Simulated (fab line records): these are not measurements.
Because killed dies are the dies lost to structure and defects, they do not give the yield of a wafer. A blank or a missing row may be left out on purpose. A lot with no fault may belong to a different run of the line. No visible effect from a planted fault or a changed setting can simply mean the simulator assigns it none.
Chamber matching | flow sky130 | cmp-02 running SKY_VIA1_CMP_02: 4 sister chambers
The step polishes SiO2. 16 wafers are shown with their chamber, then 8 later ones without.

== WAFERS PAIRED WITH THEIR CHAMBERS ==
wafer  | chamber | motor current A (A)
L080.1 | 1       | 11.9
L080.2 | 2       | 11.9
L080.3 | 0       | 13.2
L080.4 | 3       | 13.2
L080.5 | 2       | 12.3
L080.6 | 1       | 12.6
L081.1 | 0       | 12.6
L081.2 | 3       | 12.6
L081.3 | 2       | 12.1
L081.4 | 1       | 12.3
L081.5 | 1       | 12.7
L081.6 | 2       | 11.8
L085.1 | 0       | 12.5
L085.2 | 2       | 11.7
L085.3 | 1       | 12.2
L085.4 | 3       | 13.4

SIGNATURES (averages over the wafers above)
reading         | chamber 0 | chamber 1 | chamber 2 | chamber 3 | scatter within a chamber
motor current A | 12.767    | 12.340    | 11.960    | 13.067    | 0.326
Rule: distance of a wafer from a chamber = root of the sum over the readings of ((wafer's reading minus chamber's mean) / reading's scatter) squared. If the next closest chamber is less than 2 further off than the closest, the wafer can't be placed; otherwise it belongs to the closest. The scatter: take each reading less its chamber's mean, square it, sum over the shown wafers, divide by the number of wafers less the number of chambers, and take the root.

== WAFERS WITHOUT THEIR CHAMBER ==
wafer  | motor current A (A)
L085.5 | 11.8
L085.6 | 12.7
L087.1 | 13.6
L087.2 | 12.8
L087.3 | 12.7
L087.4 | 12.4
L087.5 | 13.8
L087.6 | 12.5

== WHICH CHAMBER EACH WENT THROUGH ==
wafer  | from the rows above               | in truth
L085.5 | can't be placed: 2 or 1           | 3
L085.6 | can't be placed: 0 or 1 or 3      | 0
L087.1 | can't be placed: 3 or 0           | 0
L087.2 | can't be placed: 0 or 3 or 1      | 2
L087.3 | can't be placed: 0 or 1 or 3      | 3
L087.4 | can't be placed: 1 or 0 or 2 or 3 | 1
L087.5 | can't be placed: 3 or 0           | 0
L087.6 | can't be placed: 1 or 0 or 2 or 3 | 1
0 of 8 placed correctly. Unplaceable from these rows: 8, with the true chamber sitting among the candidates in 6. Placed wrongly: 0.
